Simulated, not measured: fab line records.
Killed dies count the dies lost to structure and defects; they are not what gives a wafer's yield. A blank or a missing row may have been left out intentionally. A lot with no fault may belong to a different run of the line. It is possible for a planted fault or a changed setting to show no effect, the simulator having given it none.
Comparing a struck lot with a sound one :: flow sky130 :: 32 out of 708 route steps
Sound: wafers L520.1, L520.2, L520.5. Struck: wafer L532.6. (L532.3 of the same lot was not struck and is left out.) The cause comes at the end.
Per side, at each step with rows, come the tool, then ch with its chambers, and then its first start. Under that, the readings that differ: sound wafers :: struck wafers :: difference of the means :: sigmas: that difference in standard deviations of wafers without a fault.
alike: words and numbers the same on both sides, and readings whose means are apart by under 2 such deviations; not compared: readings that were withheld, readings missing a value for some wafer, numbers with overlapping values and no deviation given by the record, and bounds like >300 which may hide the same value.
Wherever a step has rows on one side only, a row that says differs or no value, or a row with sigmas, the two part there. Numbers that don't overlap but have no deviation are shown without sigmas and don't part them. A reading missing from all wafers of one side parts the sides only when that side holds two or more wafers.

first, 4 steps without rows for these wafers: SKY_LOCAL_INTERCONNECT_SOFTBAKE_07 (time 90 s); SKY_LOCAL_INTERCONNECT_EXPOSE_08 (exposes mask LI1M, target cd 170 nm); SKY_LOCAL_INTERCONNECT_PEB_09; SKY_LOCAL_INTERCONNECT_DEVELOP_10 (develop time 60 s).
SKY_LOCAL_INTERCONNECT_CD_MEAS_11 targets a cd of 170 nm.
  sound on cdSem-02, day 31 23:17; struck on cdSem-01, day 35 10:07
reading: cdNm (nm)
sound: 167.4 168.5 168.9
struck: 172.1
difference: +3.8
sigmas: +3
SKY_LOCAL_INTERCONNECT_OVL_MEAS_12:
  sound on overlay-01, day 31 23:24; struck on overlay-01, day 35 10:12
  alike: LOCAL_INTERCONNECT_OVL
SKY_LOCAL_INTERCONNECT_ETCH_13: etches BARC in N2/H2, stops on SiO2, time 45.9 s, target depth 60 nm.
  sound on rieMetal-01 ch 1, day 31 23:26; struck on rieMetal-01 ch 1, day 35 10:15
  alike: biasW, drypumpMotorCurrentA, oesProductAu, rfFwdPowerW, throttleValvePct
  not compared: rfHoursCounterH
then, 1 step without rows for these wafers: SKY_LOCAL_INTERCONNECT_METAL_ETCH_14 (etches TiN in Cl2/BCl3, stops on PSG, target depth 110 nm, time 31.4 s).
SKY_LOCAL_INTERCONNECT_STRIP_15: strips in O2/N2.
  sound on plasmaAsher-02 ch 0,1, day 31 23:40; struck on plasmaAsher-02 ch 0, day 35 10:22
  alike: drypumpMotorCurrentA, oesProductAu, stripTimeToEndpointS
  not compared: rfHoursCounterH
then, 3 steps without rows for these wafers: SKY_LOCAL_INTERCONNECT_STRIP_16 (strips in post etch residue remover, time 1200 s); SKY_LOCAL_INTERCONNECT_CLEAN_17 (cleans in IPA, time 180 s); SKY_LOCAL_INTERCONNECT_CLEAN_18 (cleans in O3/DIW).
SKY_CONTACT_CVD_00: deposits Si3N4, target thk 75 nm.
  sound on pecvd-04 ch 0,1,2, day 32 00:16; struck on pecvd-04 ch 1, day 35 10:58
reading: model.Si3N4_of_CONTACT_CVD_00.thkNm (nm)
sound: 73.69 73.39 74.97
struck: 59.1
difference: -14.9
sigmas: 
  alike: heaterPowerW, rfFwdPowerW
SKY_CONTACT_THK_MEAS_01:
  sound on filmMetro-01, day 32 00:18; struck on filmMetro-03, day 35 11:01
reading: CONTACT_CVD_00_THK (nm)
sound: 73.7 73.4 75.0
struck: 59.1
difference: -14.9
sigmas: -16
then, 1 step without rows for these wafers: SKY_CONTACT_HDPCVD_02 (deposits SiO2, target thk 565 nm, time 94.2 s).
SKY_CONTACT_THK_MEAS_03:
  sound on filmMetro-03, day 32 00:25; struck on filmMetro-01, day 35 11:08
  alike: CONTACT_HDPCVD_THK
SKY_CONTACT_CMP_04: polishes SiO2.
  sound on cmp-01 ch 0,1,2, day 32 00:29; struck on cmp-01 ch 3, day 35 11:20
  alike: motorCurrentA
SKY_CONTACT_BOW_MEAS_05:
  sound on filmMetro-01, day 32 00:47; struck on filmMetro-03, day 35 11:31
  alike: CONTACT_BOW
then, 8 steps without rows for these wafers: SKY_CONTACT_DEHYDRATE_06 (time 60 s); SKY_CONTACT_HMDS_07 (prime time 60 s); SKY_CONTACT_COAT_08 (resist thk 60 nm); SKY_CONTACT_COAT_09 (resist thk 450 nm); SKY_CONTACT_SOFTBAKE_10 (time 90 s); SKY_CONTACT_EXPOSE_11 (exposes mask CTM1, target cd 170 nm); SKY_CONTACT_PEB_12; SKY_CONTACT_DEVELOP_13 (develop time 60 s).
SKY_CONTACT_CD_MEAS_14 targets a cd of 170 nm.
  sound on cdSem-01, day 33 03:16; struck on cdSem-01, day 36 14:07
  alike: cdNm
SKY_CONTACT_OVL_MEAS_15:
  sound on overlay-02, day 33 03:23; struck on overlay-01, day 36 14:13
  alike: CONTACT_OVL
SKY_CONTACT_ETCH_16: etches BARC in N2/H2, stops on SiO2, time 45.9 s, target depth 60 nm.
  sound on rieDiel-04 ch 0,1,3, day 33 03:25; struck on rieDiel-04 ch 3, day 36 14:14
  alike: biasW, drypumpMotorCurrentA, oesProductAu, rfFwdPowerW, throttleValvePct
  not compared: rfHoursCounterH
then, 1 step without rows for these wafers: SKY_CONTACT_ETCH_17 (etches SiO2 in C4F8/O2/Ar, stops on Si3N4, target depth 340 nm).
SKY_CONTACT_ETCH_18: etches Si3N4 in CHF3/O2, stops on TiN, time 39 s, target depth 75 nm.
  sound: rieDiel-04 ch 0,1,3; struck: rieDiel-04 ch 3
reading: oesProductAu (a.u.)
sound: 0.849 0.839 0.865
struck: 0.747
difference: -0.104
sigmas: -14

reading: rfFwdPowerW (W)
sound: 596.4 597.1 592.8
struck: 589.6
difference: -5.8
sigmas: -2

reading: throttleValvePct (%)
sound: 8.778 8.800 8.804
struck: 8.758
difference: -0.036
sigmas: -4

reading: model.etch.depthNm (nm)
sound: 73.69 73.39 74.97
struck: 59.1
difference: -14.9
sigmas: 
  alike: O2_flow_sccm, biasW, drypumpMotorCurrentA
  not compared: rfHoursCounterH
SKY_CONTACT_STRIP_19: strips in O2/N2.
  sound on plasmaAsher-01 ch 0,1, day 33 03:33; struck on plasmaAsher-03 ch 0, day 36 14:23
reading: drypumpMotorCurrentA (A)
sound: 5.5 5.8 5.8
struck: 5.0
difference: -0.7
sigmas: -2
  alike: oesProductAu, stripTimeToEndpointS
  not compared: rfHoursCounterH

WHERE THEY PART
At SKY_LOCAL_INTERCONNECT_CD_MEAS_11 first; at SKY_CONTACT_STRIP_19 last (within this record only).

WHY: what the simulator had put in
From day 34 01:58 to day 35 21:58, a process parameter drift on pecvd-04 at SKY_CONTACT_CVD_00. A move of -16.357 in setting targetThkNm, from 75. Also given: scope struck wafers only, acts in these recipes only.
